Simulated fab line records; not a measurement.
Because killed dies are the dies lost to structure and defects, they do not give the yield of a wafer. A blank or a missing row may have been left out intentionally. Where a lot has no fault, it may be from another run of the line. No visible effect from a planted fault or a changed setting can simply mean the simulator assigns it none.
Which tool did it? ; flow gf180mcu ; 7 lots, 21 wafers sampled, at 3 steps of a route of 602

## WHAT THE GAUGES READ, wafer by wafer
GF_V2_RS_MEAS_24: measurement is done with a four-point probe.
lot;measured;on;V2_W_RS (ohm/sq)
L846;day 21 10:29;film metro-02;0.320 0.327 0.321
L849;day 22 06:17;film metro-03;0.332 0.328 0.329
L852;day 23 20:05;film metro-03;0.332 0.330 0.326
L857;day 25 22:35;film metro-02;0.321 0.327 0.321
L863;day 27 04:31;film metro-01;0.326 0.320 0.324
L865;day 27 21:05;film metro-01;0.327 0.332 0.327
L867;day 28 07:19;film metro-02;0.326 0.330 0.327

## WHICH TOOL RAN EACH LOT (tool, then ch and the chambers of the sampled wafers, then the start)
lot;GF_V2_SPUTTER_22;GF_V2_CVD_23
L846;pvd sputter-04, day 21 10:19;cvd w-02 ch 0,1, day 21 10:22
L849;pvd sputter-01, day 22 06:07;cvd w-01 ch 0,1, day 22 06:09
L852;pvd sputter-04, day 23 19:56;cvd w-01 ch 0,1, day 23 19:59
L857;pvd sputter-04, day 25 22:25;cvd w-02 ch 0,1, day 25 22:27
L863;pvd sputter-02, day 27 04:22;cvd w-02 ch 0,1, day 27 04:24
L865;pvd sputter-01, day 27 20:55;cvd w-01 ch 0,1, day 27 20:57
L867;pvd sputter-02, day 28 07:10;cvd w-01 ch 1, day 28 07:12
- GF_V2_SPUTTER_22: material TiN, target thk 10 nm, time 40 s.
- GF_V2_CVD_23: deposits W, target thk 350 nm, time 104.94 s.

## THE ANSWER, worked out from the rows above alone
Rule: what is usual is taken from the lots themselves. The widest of any qualifying gaps counts: lots, ordered by their means at a reading, are off when they make up no more than a third of the lots, leave a main group of 4 or more, and stand apart from it by 3 or more times the standard deviation of that group's means. Not used: any main group whose means are identical at the precision the tables above print for the reading. Also off: a lot with no number at a reading for which 4 or more lots have one. The other lots that the step has rows for count as sound.
Nothing can be told from this: no lot is off at any reading shown.

## WHAT THE SIMULATOR HAD INSERTED
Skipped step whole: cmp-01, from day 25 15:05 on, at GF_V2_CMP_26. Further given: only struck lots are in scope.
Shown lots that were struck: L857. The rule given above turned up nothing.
